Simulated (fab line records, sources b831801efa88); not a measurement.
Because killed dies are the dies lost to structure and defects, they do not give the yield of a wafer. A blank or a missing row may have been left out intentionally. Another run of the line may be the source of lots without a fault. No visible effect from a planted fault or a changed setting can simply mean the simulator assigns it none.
fab line records	flow sky130
record: lots: 6	wafers: 18	last-day: 50
route steps=708 shown PWDE@52 NWELL@56 PAD_OPEN@708
lots with no fault: from the same line, run without faults
start-h: hours from the record's opening day to when the first of the lot's shown wafers began	wait-h: time in hours since the lot's previous step	" identical to the entry in the row above	L1.1+2: one row covering several wafers at once	- no value present, or no start provided	* or withheld: withheld	< > ~ a bound
route shown NAME@n: a module of which the file shows steps, and the number in the route of the first	usual: mean and standard deviation over wafers with no fault	same: alike in all rows	chamber/n: place in a boat	sites: each site's reading	_std_site: how widely they spread, as a standard deviation	_edge_site: outer sites' mean less inner sites'	radius-mm: for every site, how far away it sits from the centre of the wafer	mask NAME#n: copy n	behind: tool/chamber where the wafer was last shaped	hold: why the lot went on hold/how many hours it stayed there/how the hold came to an end	device: names the non-switching transistor (n, p or np)	end of line: the tests these same wafers got at the end of their route	a step without rows: its recipe alone	killed: not the wafer's yield, but the dies lost to structure and defects at the first sort	map: shows each die of a wafer: x if killed, . if not, _ if none is there
set.NAME: the setting the step ran with; set.NAME@STEP: the setting that earlier step ran with	model.NAME: the simulator's own value behind a step, which no gauge read
certain route steps with their lots: each step a table, each wafer a row
services: a tool's chamber out of use, with start hour (start-h, from the record's first day; less than 0 if before it), hours out, and reason
== steps ==
step: SKY_PWDE_OVL_MEAS_07
usual: PWDE_OVL: 0.0/1.3
lot.wafer	tool	chamber	start-h	wait-h	PWDE_OVL[nm]
L416.2	overlay-01	-	83.08	-	-0.2
L416.3	"	-	"	"	2.0
L416.5	"	-	"	"	0.0
L418.2	overlay-01	-	96.44	-	0.9
L418.3	"	-	"	"	0.3
L418.5	"	-	"	"	0.8
L422.3	overlay-02	-	120.45	-	0.0
L422.4	"	-	"	"	-1.4
L422.6	"	-	"	"	-0.9
L423.1	overlay-01	-	126.10	-	0.4
L423.3	"	-	"	"	-2.3
L423.5	"	-	"	"	-1.0
L431.2	overlay-02	-	171.71	-	-1.7
L431.3	"	-	"	"	-3.1
L431.6	"	-	"	"	-3.3
L435.4	overlay-01	-	192.37	-	1.2
L435.5	"	-	"	"	0.2
L435.6	"	-	"	"	0.4
step: SKY_PWDE_IMPLANT_08
recipe: species: B	energy-kev: 150	dose-cm2: 3.6e+12	tilt-deg: withheld
step: SKY_PWDE_STRIP_09
recipe: chemistry: O2/N2	power-w: 1400	pressure-mtorr: 1500	platen-temp-c: withheld	o2-flow-sccm: 3000	n2-flow-sccm: 300	overash-fraction: 0.5
usual: drypump-motor-current-A: 5.5/0.46	oes-product-au: 0.723/0.0044	strip-time-to-endpoint-s: 36.92/0.11
lot.wafer	tool	chamber	start-h	wait-h	drypump-motor-current-A	oes-product-au	rf-hours-counter-h	strip-time-to-endpoint-s
L416.2	plasma-asher-02	0	83.26	0.1	4.9	0.734	28	36.85
L416.3	"	1	"	"	6.2	0.719	-	36.83
L416.5	"	1	"	"	6.1	0.720	-	36.89
L418.2	plasma-asher-03	1	96.62	0.1	5.2	0.724	36	36.97
L418.3	"	0	"	"	5.3	0.721	-	37.00
L418.5	"	0	"	"	5.3	0.718	-	37.08
L422.3	plasma-asher-01	0	120.66	0.1	6.1	0.729	-	36.90
L422.4	"	1	"	"	5.7	0.727	-	36.89
L422.6	"	1	"	"	5.7	0.727	-	36.96
L423.1	plasma-asher-01	0	126.29	0.1	6.1	0.719	46	36.76
L423.3	"	0	"	"	6.1	0.724	-	36.73
L423.5	"	1	"	"	5.7	0.730	-	36.75
L431.2	plasma-asher-02	1	171.89	0.1	6.2	0.721	37	36.93
L431.3	"	0	"	"	4.9	0.730	-	36.92
L431.6	"	0	"	"	5.0	0.711	-	37.00
L435.4	plasma-asher-02	1	192.57	0.1	6.1	0.721	-	36.95
L435.5	"	0	"	"	4.9	0.720	-	36.91
L435.6	"	1	"	"	6.1	0.727	-	36.89
step: SKY_PWDE_TW_MEAS_10
usual: PWDE_TW: 372.0/2
lot.wafer	tool	chamber	start-h	wait-h	PWDE_TW
L416.2	film-metro-01	-	83.37	0.1	373.7
L416.3	"	-	"	"	371.3
L416.5	"	-	"	"	372.5
L418.2	film-metro-01	-	96.73	0.1	372.6
L418.3	"	-	"	"	372.7
L418.5	"	-	"	"	375.9
L422.3	film-metro-04	-	120.74	0.1	373.3
L422.4	"	-	"	"	374.7
L422.6	"	-	"	"	371.5
L423.1	film-metro-04	-	126.40	0.1	373.0
L423.3	"	-	"	"	375.8
L423.5	"	-	"	"	376.3
L431.2	film-metro-01	-	172.00	0.1	371.1
L431.3	"	-	"	"	371.5
L431.6	"	-	"	"	371.4
L435.4	film-metro-01	-	192.67	0.1	371.7
L435.5	"	-	"	"	374.9
L435.6	"	-	"	"	373.7
step: SKY_NWELL_DEHYDRATE_03
recipe: temp-c: 200	time-s: 60
step: SKY_NWELL_HMDS_04
recipe: prime-time-s: 60	prime-temp-c: 120
step: SKY_NWELL_COAT_05
recipe: spin-rpm: 2000	resist-thk-nm: 3000
step: SKY_NWELL_SOFTBAKE_06
recipe: temp-c: 110	time-s: withheld
step: SKY_NWELL_EXPOSE_07
recipe: mask-id: NWM	na: 0.6	source-shape: conventional	sigma-outer: 0.6	polarization: unpolarized	target-cd-nm: 840	dose-mj: 255
step: SKY_NWELL_PEB_08
recipe: temp-c: 115	time-s: withheld
step: SKY_NWELL_DEVELOP_09
recipe: wall-angle-deg: 90	developer: TMAH	develop-time-s: 60	dev-temp-c: 23
step: SKY_NWELL_OVL_MEAS_10
usual: NWELL_00_OVL: -1.5/1.3
lot.wafer	tool	chamber	start-h	wait-h	NWELL_00_OVL[nm]
L416.2	overlay-02	-	100.49	-	-1.4
L416.3	"	-	"	"	-1.1
L416.5	"	-	"	"	-2.2
L418.2	overlay-02	-	114.11	-	-3.3
L418.3	"	-	"	"	-4.3
L418.5	"	-	"	"	-2.4
L422.3	overlay-02	-	139.25	-	-2.1
L422.4	"	-	"	"	-0.8
L422.6	"	-	"	"	-0.1
L423.1	overlay-01	-	145.06	-	-2.0
L423.3	"	-	"	"	-1.4
L423.5	"	-	"	"	-1.7
L431.2	overlay-01	-	193.31	-	0.1
L431.3	"	-	"	"	0.1
L431.6	"	-	"	"	0.4
L435.4	overlay-01	-	214.17	-	-2.2
L435.5	"	-	"	"	-2.6
L435.6	"	-	"	"	-2.3
step: SKY_NWELL_IMPLANT_11
recipe: species: P	energy-kev: 400	dose-cm2: 1.9e+13	tilt-deg: withheld
usual: beam-on-s: 9.99/0.18	faraday-current-uA: 107.2/1.9
lot.wafer	tool	chamber	start-h	wait-h	beam-on-s	faraday-current-uA
L416.2	implanter-01	0	100.55	0.0	10.17	105.1
L416.3	"	0	"	"	10.00	107.7
L416.5	"	0	"	"	9.99	107.5
L418.2	implanter-04	0	114.17	0.0	10.07	106.2
L418.3	"	0	"	"	9.97	107.4
L418.5	"	0	"	"	9.97	107.9
L422.3	implanter-04	0	139.32	0.1	7.54	142.1
L422.4	"	0	"	"	7.82	137.4
L422.6	"	0	"	"	7.57	141.9
L423.1	implanter-04	0	145.09	0.0	7.60	141.2
L423.3	"	0	"	"	7.62	141.1
L423.5	"	0	"	"	7.90	135.6
L431.2	implanter-01	0	193.36	0.0	10.41	102.5
L431.3	"	0	"	"	9.80	109.7
L431.6	"	0	"	"	9.85	108.9
L435.4	implanter-02	0	214.26	0.1	9.87	108.4
L435.5	"	0	"	"	9.87	108.5
L435.6	"	0	"	"	10.10	105.7
step: SKY_NWELL_IMPLANT_12
recipe: species: P	energy-kev: 120	dose-cm2: 1.3e+12	tilt-deg: withheld
step: SKY_NWELL_IMPLANT_13
recipe: species: P	energy-kev: 50	dose-cm2: 7e+11	tilt-deg: withheld
step: SKY_NWELL_STRIP_14
recipe: chemistry: O2/N2	power-w: 1400	pressure-mtorr: 1500	platen-temp-c: withheld	o2-flow-sccm: 3000	n2-flow-sccm: 300	overash-fraction: 0.5
usual: drypump-motor-current-A: 5.6/0.59	oes-product-au: 0.722/0.0048	strip-time-to-endpoint-s: 36.95/0.11
lot.wafer	tool	chamber	start-h	wait-h	drypump-motor-current-A	oes-product-au	rf-hours-counter-h	strip-time-to-endpoint-s
L416.2	plasma-asher-03	1	100.97	0.1	5.2	0.720	37	36.97
L416.3	"	1	"	"	5.3	0.721	-	37.08
L416.5	"	0	"	"	5.3	0.727	-	37.06
L418.2	plasma-asher-02	1	114.59	0.1	6.1	0.717	31	36.99
L418.3	"	1	"	"	6.2	0.722	-	36.99
L418.5	"	0	"	"	4.9	0.718	-	36.90
L422.3	plasma-asher-02	0	139.76	0.1	5.0	0.717	-	37.06
L422.4	"	1	"	"	6.2	0.721	-	37.02
L422.6	"	0	"	"	4.9	0.725	-	37.07
L423.1	plasma-asher-02	1	145.54	0.1	6.2	0.724	34	36.96
L423.3	"	0	"	"	4.9	0.719	-	36.86
L423.5	"	1	"	"	6.1	0.728	-	36.87
L431.2	plasma-asher-04	0	193.79	0.1	6.6	0.723	8	37.00
L431.3	"	0	"	"	6.6	0.727	-	37.02
L431.6	"	1	"	"	5.4	0.722	-	37.11
L435.4	plasma-asher-02	0	214.67	0.1	4.9	0.729	-	37.25
L435.5	"	0	"	"	5.0	0.716	-	37.21
L435.6	"	1	"	"	6.2	0.717	-	37.27
step: SKY_NWELL_TW_MEAS_15
usual: NWELL_TW: 1813/12
lot.wafer	tool	chamber	start-h	wait-h	NWELL_TW
L416.2	film-metro-01	-	101.08	0.1	1814
L416.3	"	-	"	"	1822
L416.5	"	-	"	"	1823
L418.2	film-metro-01	-	114.70	0.1	1819
L418.3	"	-	"	"	1817
L418.5	"	-	"	"	1826
L422.3	film-metro-04	-	139.84	0.1	1677
L422.4	"	-	"	"	1690
L422.6	"	-	"	"	1676
L423.1	film-metro-03	-	145.64	0.1	1683
L423.3	"	-	"	"	1677
L423.5	"	-	"	"	1671
L431.2	film-metro-03	-	193.90	0.1	1812
L431.3	"	-	"	"	1811
L431.6	"	-	"	"	1811
L435.4	film-metro-03	-	214.77	0.1	1823
L435.5	"	-	"	"	1808
L435.6	"	-	"	"	1813
step: SKY_NWELL_DEHYDRATE_16
recipe: temp-c: 200	time-s: 60
step: SKY_NWELL_HMDS_17
recipe: prime-time-s: 60	prime-temp-c: 120
step: SKY_NWELL_COAT_18
recipe: spin-rpm: 2000	resist-thk-nm: 3000
step: SKY_NWELL_SOFTBAKE_19
recipe: temp-c: 110	time-s: withheld
step: SKY_NWELL_EXPOSE_20
recipe: mask-id: NWM_COMPLEMENT	na: 0.6	source-shape: conventional	sigma-outer: 0.6	polarization: unpolarized	target-cd-nm: 840	dose-mj: 260
step: SKY_NWELL_PEB_21
recipe: temp-c: 115	time-s: withheld
step: SKY_NWELL_DEVELOP_22
recipe: wall-angle-deg: 90	developer: TMAH	develop-time-s: 60	dev-temp-c: 23
step: SKY_NWELL_OVL_MEAS_23
usual: NWELL_01_OVL: 0.4/1.1
lot.wafer	tool	chamber	start-h	wait-h	NWELL_01_OVL[nm]
L416.2	overlay-01	-	119.14	-	-0.1
L416.3	"	-	"	"	0.5
L416.5	"	-	"	"	1.5
L418.2	overlay-02	-	132.76	-	-0.1
L418.3	"	-	"	"	0.4
L418.5	"	-	"	"	0.5
L422.3	overlay-01	-	158.76	-	-2.0
L422.4	"	-	"	"	0.9
L422.6	"	-	"	"	-0.2
L423.1	overlay-01	-	165.90	-	-1.2
L423.3	"	-	"	"	1.9
L423.5	"	-	"	"	1.4
L431.2	overlay-02	-	216.56	-	1.4
L431.3	"	-	"	"	1.3
L431.6	"	-	"	"	2.7
L435.4	overlay-02	-	237.58	-	0.6
L435.5	"	-	"	"	2.2
L435.6	"	-	"	"	-0.9
step: SKY_NWELL_IMPLANT_24
recipe: species: B	energy-kev: 140	dose-cm2: 9.2e+12	tilt-deg: withheld
step: SKY_NWELL_STRIP_25
recipe: chemistry: O2/N2	power-w: 1400	pressure-mtorr: 1500	platen-temp-c: withheld	o2-flow-sccm: 3000	n2-flow-sccm: 300	overash-fraction: 0.5
usual: drypump-motor-current-A: 5.7/0.61	oes-product-au: 0.722/0.0045	strip-time-to-endpoint-s: 36.92/0.13
lot.wafer	tool	chamber	start-h	wait-h	drypump-motor-current-A	oes-product-au	rf-hours-counter-h	strip-time-to-endpoint-s
L416.2	plasma-asher-02	0	119.32	0.1	4.9	0.720	32	36.97
L416.3	"	1	"	"	6.2	0.726	-	36.96
L416.5	"	1	"	"	6.2	0.725	-	36.97
L418.2	plasma-asher-04	1	132.94	0.1	5.5	0.719	1	36.99
L418.3	"	1	"	"	5.5	0.725	-	36.96
L418.5	"	1	"	"	5.5	0.720	-	37.09
L422.3	plasma-asher-04	0	158.97	0.1	6.6	0.721	-	37.10
L422.4	"	1	"	"	5.5	0.721	-	37.00
L422.6	"	1	"	"	5.5	0.726	-	36.95
L423.1	plasma-asher-04	1	166.09	0.1	5.4	0.718	5	36.96
L423.3	"	0	"	"	6.6	0.727	-	37.11
L423.5	"	1	"	"	5.4	0.721	-	36.97
L431.2	plasma-asher-04	0	216.74	0.1	6.6	0.714	10	36.93
L431.3	"	0	"	"	6.6	0.726	-	36.96
L431.6	"	0	"	"	6.6	0.721	-	36.98
L435.4	plasma-asher-04	1	237.78	0.1	5.5	0.727	-	36.76
L435.5	"	0	"	"	6.6	0.722	-	36.55
L435.6	"	1	"	"	5.5	0.721	-	36.62
step: SKY_NWELL_TW_MEAS_26
usual: NWELL_2_TW: 492/3.5
lot.wafer	tool	chamber	start-h	wait-h	NWELL_2_TW
L416.2	film-metro-04	-	119.43	0.1	498
L416.3	"	-	"	"	495
L416.5	"	-	"	"	493
L418.2	film-metro-03	-	133.05	0.1	496
L418.3	"	-	"	"	490
L418.5	"	-	"	"	492
L422.3	film-metro-01	-	159.06	0.1	491
L422.4	"	-	"	"	493
L422.6	"	-	"	"	489
L423.1	film-metro-03	-	166.19	0.1	498
L423.3	"	-	"	"	495
L423.5	"	-	"	"	497
L431.2	film-metro-03	-	216.85	0.1	491
L431.3	"	-	"	"	487
L431.6	"	-	"	"	492
L435.4	film-metro-04	-	237.87	0.1	489
L435.5	"	-	"	"	488
L435.6	"	-	"	"	488
step: SKY_NWELL_CLEAN_27
recipe: chemistry: SC1/SC2	mix: 1:4:20	temp-c: 70	time-s: 150	dry: n2-spin
step: SKY_NWELL_RTA_28
recipe: temp-c: 1050	time-s: 30	idle-temp-c: 650	ramp-up-c-per-s: 150	ramp-down-c-per-s: 90	ambient: N2
usual: chamber-o2-ppm: 2.006/0.02	lamp-power-pct: 25.30/0.058	wafer_temp_C_max: 1055.0/1
lot.wafer	tool	chamber	start-h	wait-h	chamber-o2-ppm	lamp-power-pct	wafer_temp_C_max
L416.2	rtp-anneal-01	0	119.55	0.0	2.002	25.30	1055.8
L416.3	"	0	"	"	1.980	25.27	1054.7
L416.5	"	0	"	"	1.983	25.28	1054.6
L418.2	rtp-anneal-01	0	133.17	0.0	2.008	25.30	1053.8
L418.3	"	0	"	"	2.005	25.26	1055.8
L418.5	"	0	"	"	1.999	25.39	1056.5
L422.3	rtp-anneal-01	0	159.18	0.0	1.983	25.20	1054.6
L422.4	"	0	"	"	1.965	25.24	1053.9
L422.6	"	0	"	"	1.977	25.27	1053.9
L423.1	rtp-anneal-02	0	166.30	0.0	1.976	25.36	1054.8
L423.3	"	0	"	"	1.998	25.32	1053.5
L423.5	"	0	"	"	1.964	25.31	1056.7
L431.2	rtp-anneal-01	0	216.96	0.0	2.039	25.27	1055.5
L431.3	"	0	"	"	2.003	25.18	1054.4
L431.6	"	0	"	"	2.016	25.27	1059.6
L435.4	rtp-anneal-02	0	238.00	0.1	2.018	25.33	1054.9
L435.5	"	0	"	"	2.028	25.33	1054.9
L435.6	"	0	"	"	2.038	25.35	1055.3
step: SKY_NWELL_RS_MEAS_29
recipe: thk-meas-gauge: four-point-probe
usual: NWELL_RS: 624.6/1.7
lot.wafer	tool	chamber	start-h	wait-h	NWELL_RS[ohm/sq]
L416.2	film-metro-03	-	119.65	0.1	627.0
L416.3	"	-	"	"	625.5
L416.5	"	-	"	"	623.2
L418.2	film-metro-01	-	133.28	0.1	622.6
L418.3	"	-	"	"	623.7
L418.5	"	-	"	"	623.2
L422.3	film-metro-01	-	159.29	0.1	721.1
L422.4	"	-	"	"	720.3
L422.6	"	-	"	"	719.5
L423.1	film-metro-01	-	166.40	0.1	717.2
L423.3	"	-	"	"	719.8
L423.5	"	-	"	"	720.4
L431.2	film-metro-01	-	217.07	0.1	627.9
L431.3	"	-	"	"	626.9
L431.6	"	-	"	"	626.5
L435.4	film-metro-01	-	238.11	0.1	625.7
L435.5	"	-	"	"	625.6
L435.6	"	-	"	"	626.6
step: SKY_PAD_OPEN_PROBE_99
usual: killed_at_M0_to_M3: 43/6.7	killed_at_M4_up: 3.1/1.9	killed-at-contacts: 25/5	killed-at-front-end: 15/4	killed-at-other: 0.4/0.69	killed-dies: 87/9.2	killed-open: 46/7.1	killed-short: 40/6.8
same: gross-dies: 492	killed-at-back-side: 0
lot.wafer	tool	chamber	start-h	wait-h	killed_at_M0_to_M3	killed_at_M4_up	killed-at-contacts	killed-at-front-end	killed-at-other	killed-dies	killed-open	killed-short	model.etest.nfet_16v.r-on-ohm-um	model.etest.res-nwell.line-ohm-um	model.etest.res-nwell.rs-ohm-sq	model.etest.tip_p_5v.rs-ohm-sq	model.etest.res-nwell.width-nm	model.etest.res-iso-pwell.width-nm	model.etest.pfet_16v.drive-ua-um	model.etest.field-p.vt-v
L416.2	prober-01	-	1101.84	0.1	33	2	30	12	0	77	38	37	1.414e+04	1070	886.8	2839	835.6	2649	253	-38.2
L416.3	prober-01	-	1101.89	0.2	48	1	23	7	0	79	37	42	1.414e+04	1056	877.5	2819	833.4	2653	250.3	-38.23
L416.5	prober-01	-	1101.99	0.2	47	2	22	15	0	86	39	47	1.408e+04	1059	887.6	2851	833	2645	254.6	-38.29
L418.2	prober-02	-	1116.17	0.1	50	2	13	23	0	88	48	40	1.382e+04	1113	953.8	2868	854.6	2645	249	-42.08
L418.3	prober-02	-	1116.22	0.2	42	0	23	16	1	82	43	39	1.404e+04	1089	932.1	2882	843.3	2649	250.1	-40.2
L418.5	prober-02	-	1116.32	0.2	35	3	14	19	1	72	36	36	1.393e+04	1111	950.8	2856	848.2	2636	248.8	-41.51
L422.3	prober-02	-	1129.61	0.2	46	2	27	14	0	89	53	36	1.498e+04	1401	1153	2792	822.5	2682	257	-37.28
L422.4	prober-02	-	1129.66	0.2	47	3	21	10	0	81	48	32	1.526e+04	1504	1226	2827	819.5	2670	247	-40.1
L422.6	prober-02	-	1129.76	0.2	44	2	35	18	0	99	54	45	1.497e+04	1369	1137	2801	816.3	2664	257.2	-36.53
L423.1	prober-01	-	1141.32	0.1	53	2	22	18	0	95	56	38	1.539e+04	1452	1213	2804	830.6	2650	244.3	-39.84
L423.3	prober-01	-	1141.42	0.2	45	4	21	18	0	88	41	46	1.51e+04	1345	1110	2802	824.4	2672	260.2	-35.83
L423.5	prober-01	-	1141.52	0.2	51	4	12	20	1	88	51	35	1.533e+04	1442	1189	2804	831.6	2663	246.8	-39.1
L431.2	prober-01	-	1184.02	0.1	24	1	26	18	0	69	31	38	1.428e+04	1134	940.7	2840	837.7	2648	247.2	-41.42
L431.3	prober-01	-	1184.07	0.2	55	3	24	29	0	111	57	54	1.41e+04	1070	901.5	2836	841.9	2664	255.2	-38.79
L431.6	prober-01	-	1184.22	0.2	48	2	24	18	0	92	49	43	1.422e+04	1067	883.9	2840	834.1	2663	253.3	-37.45
L435.4	prober-02	-	1206.32	0.2	40	2	25	13	0	80	50	28	1.413e+04	1152	966.8	2892	842.1	2641	245.3	-42.01
L435.5	prober-02	-	1206.37	0.2	47	10	22	15	0	94	45	49	1.428e+04	1162	999.7	2894	844.4	2644	240.1	-43.88
L435.6	prober-02	-	1206.42	0.2	28	2	30	15	0	75	40	34	1.43e+04	1120	940.9	2908	837.6	2641	245.8	-40.07
killed by level:class
L416.2 CONTACT:geometric-particle:open=10 LOCAL_INTERCONNECT:geometric-particle:short=8 LI_CONTACT:geometric-particle:open=7 METAL1:geometric-particle:short=5 VIA3:geometric-particle:open=4 METAL2:geometric-particle:short=4 VIA2:geometric-particle:open=4 FIELD_ISO:geometric-particle:short=3
L416.3 VIA1:geometric-particle:open=9 LI_CONTACT:geometric-particle:open=8 VIA2:geometric-particle:open=7 CONTACT:geometric-particle:short=6 METAL1:geometric-particle:short=6 VIA1:geometric-particle:short=6 VIA2:geometric-particle:short=5 CONTACT:geometric-particle:open=5
L416.5 CONTACT:geometric-particle:open=11 METAL1:geometric-particle:short=8 METAL2:geometric-particle:short=8 VIA1:geometric-particle:short=7 VIA2:geometric-particle:open=5 FIELD_ISO:geometric-particle:open=4 FIELD_ISO:geometric-particle:short=4 POLY_GATE:geometric-particle:short=4
L418.2 VIA1:geometric-particle:short=12 VIA1:geometric-particle:open=10 FIELD_ISO:geometric-particle:open=8 METAL2:geometric-particle:short=7 VIA2:geometric-particle:open=6 FIELD_ISO:geometric-particle:short=5 LI_CONTACT:geometric-particle:open=5 CONTACT:geometric-particle:open=5
L418.3 CONTACT:geometric-particle:open=8 CONTACT:geometric-particle:short=6 VIA1:geometric-particle:short=6 VIA2:geometric-particle:open=6 POLY_GATE:geometric-particle:short=5 LI_CONTACT:geometric-particle:open=5 METAL1:geometric-particle:short=5 VIA3:geometric-particle:open=5
L418.5 CONTACT:geometric-particle:open=6 POLY_GATE:geometric-particle:open=5 VIA1:geometric-particle:open=5 VIA2:geometric-particle:open=5 METAL3:geometric-particle:short=5 FIELD_ISO:geometric-particle:open=4 LI_CONTACT:geometric-particle:open=4 VIA1:geometric-particle:short=4
L422.3 CONTACT:geometric-particle:open=14 VIA1:geometric-particle:open=13 METAL1:geometric-particle:short=9 VIA2:geometric-particle:open=7 LI_CONTACT:geometric-particle:open=5 VIA3:geometric-particle:short=5 LOCAL_INTERCONNECT:geometric-particle:short=4 VIA3:geometric-particle:open=4
L422.4 VIA1:geometric-particle:open=10 VIA2:geometric-particle:open=10 VIA1:geometric-particle:short=7 LI_CONTACT:geometric-particle:open=5 CONTACT:geometric-particle:short=5 POLY_GATE:geometric-particle:open=4 VIA3:geometric-particle:open=4 LOCAL_INTERCONNECT:geometric-particle:short=4
L422.6 CONTACT:geometric-particle:open=13 VIA1:geometric-particle:open=12 LOCAL_INTERCONNECT:geometric-particle:short=9 LI_CONTACT:geometric-particle:open=7 VIA1:geometric-particle:short=7 FIELD_ISO:geometric-particle:short=6 METAL1:geometric-particle:short=6 POLY_GATE:geometric-particle:open=5
L423.1 VIA1:geometric-particle:open=16 VIA3:geometric-particle:open=9 CONTACT:geometric-particle:open=7 VIA3:geometric-particle:short=6 FIELD_ISO:geometric-particle:short=5 VIA1:geometric-particle:short=5 FIELD_ISO:geometric-particle:open=4 POLY_GATE:geometric-particle:open=4
L423.3 VIA3:geometric-particle:open=8 METAL1:geometric-particle:short=7 CONTACT:geometric-particle:open=6 VIA1:geometric-particle:short=5 FIELD_ISO:geometric-particle:open=5 POLY_GATE:geometric-particle:short=5 LI_CONTACT:geometric-particle:open=5 LOCAL_INTERCONNECT:geometric-particle:short=5
L423.5 VIA1:geometric-particle:open=15 VIA3:geometric-particle:open=10 METAL1:geometric-particle:short=7 VIA1:geometric-particle:short=7 CONTACT:geometric-particle:open=6 LI_CONTACT:geometric-particle:open=4 VIA2:geometric-particle:open=4 METAL2:geometric-particle:short=4
L431.2 CONTACT:geometric-particle:open=8 LOCAL_INTERCONNECT:geometric-particle:short=7 FIELD_ISO:geometric-particle:short=6 LI_CONTACT:geometric-particle:open=5 VIA1:geometric-particle:open=5 FIELD_ISO:geometric-particle:open=3 POLY_GATE:geometric-particle:short=3 VIA2:geometric-particle:short=3
L431.3 VIA1:geometric-particle:open=13 FIELD_ISO:geometric-particle:short=9 METAL2:geometric-particle:short=8 VIA2:geometric-particle:open=8 CONTACT:geometric-particle:open=7 VIA3:geometric-particle:open=7 POLY_GATE:geometric-particle:open=5 POLY_GATE:geometric-particle:short=5
L431.6 CONTACT:geometric-particle:open=10 VIA1:geometric-particle:open=10 METAL1:geometric-particle:short=9 LI_CONTACT:geometric-particle:open=6 VIA2:geometric-particle:open=6 VIA3:geometric-particle:short=5 FIELD_ISO:geometric-particle:open=4 FIELD_ISO:geometric-particle:short=4
L435.4 CONTACT:geometric-particle:open=12 VIA1:geometric-particle:open=9 METAL1:geometric-particle:short=8 LI_CONTACT:geometric-particle:open=7 VIA3:geometric-particle:open=6 VIA2:geometric-particle:open=4 VIA2:geometric-particle:short=4 FIELD_ISO:geometric-particle:open=3
L435.5 VIA1:geometric-particle:open=10 METAL1:geometric-particle:short=6 CONTACT:geometric-particle:open=6 VIA3:geometric-particle:short=6 METAL4:geometric-particle:short=6 METAL2:geometric-particle:short=6 FIELD_ISO:geometric-particle:open=5 POLY_GATE:geometric-particle:short=5
L435.6 CONTACT:geometric-particle:open=8 LI_CONTACT:geometric-particle:open=8 FIELD_ISO:geometric-particle:short=7 VIA3:geometric-particle:open=6 LI_CONTACT:geometric-particle:short=5 CONTACT:geometric-particle:short=4 LOCAL_INTERCONNECT:geometric-particle:short=4 VIA1:geometric-particle:open=4
== services ==
tool	chamber	start-h	hours	kind
implanter-02	-	68.87	3.7	repair
implanter-04	-	103.13	4.9	pm
plasma-asher-04	-	108.75	9.0	pm
plasma-asher-04	0	108.75	9.0	vent-cycle
plasma-asher-04	1	108.75	9.0	vent-cycle
plasma-asher-04	0	117.75	-	clean
plasma-asher-04	1	117.75	-	clean
implanter-01	-	133.50	16.3	pm
plasma-asher-01	-	137.87	3.3	repair
implanter-04	-	152.97	2.3	repair
implanter-04	-	155.06	1.6	repair
implanter-01	-	173.06	1.4	repair
rtp-anneal-01	-	223.61	3.4	pm
== key ==
first-sign: step: SKY_NWELL_IMPLANT_11	reading: faraday-current-uA	direction: up	sigmas: 17	usual: 107.2	struck: 139.9
effect: step: SKY_NWELL_IMPLANT_11	reading: beam-on-s	direction: down	sigmas: 13	usual: 9.99	struck: 7.68
effect: step: SKY_NWELL_TW_MEAS_15	reading: NWELL_TW	direction: down	sigmas: 11	usual: 1813	struck: 1679
effect: step: SKY_NWELL_RS_MEAS_29	reading: NWELL_RS	direction: up	sigmas: 54	usual: 624.6	struck: 719.7
model-effect: step: SKY_PAD_OPEN_PROBE_99	value: etest.nfet_16v.r-on-ohm-um	without: 1.406e+04	struck: 1.517e+04
met-at SKY_NWELL_IMPLANT_11
struck-wafers L422.3,L422.4,L422.6,L423.1,L423.3,L423.5
tester-left-out L422,L423
onset-between 114.17 139.32
fault: kind: process-parameter-drift	tool: implanter-04	chamber: -	onset-h: 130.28	steps: SKY_NWELL_IMPLANT_11	channel: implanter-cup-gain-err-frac	offset: 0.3	shape: step	end-h: 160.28
tester-left-out: of these lots the tester's yield and bins aren't shown, on N5 and GAA mostly nor the transistor test; their killed dies are dies lost to structure and defects alone, not to doping, threshold or leakage, so they don't give the yield
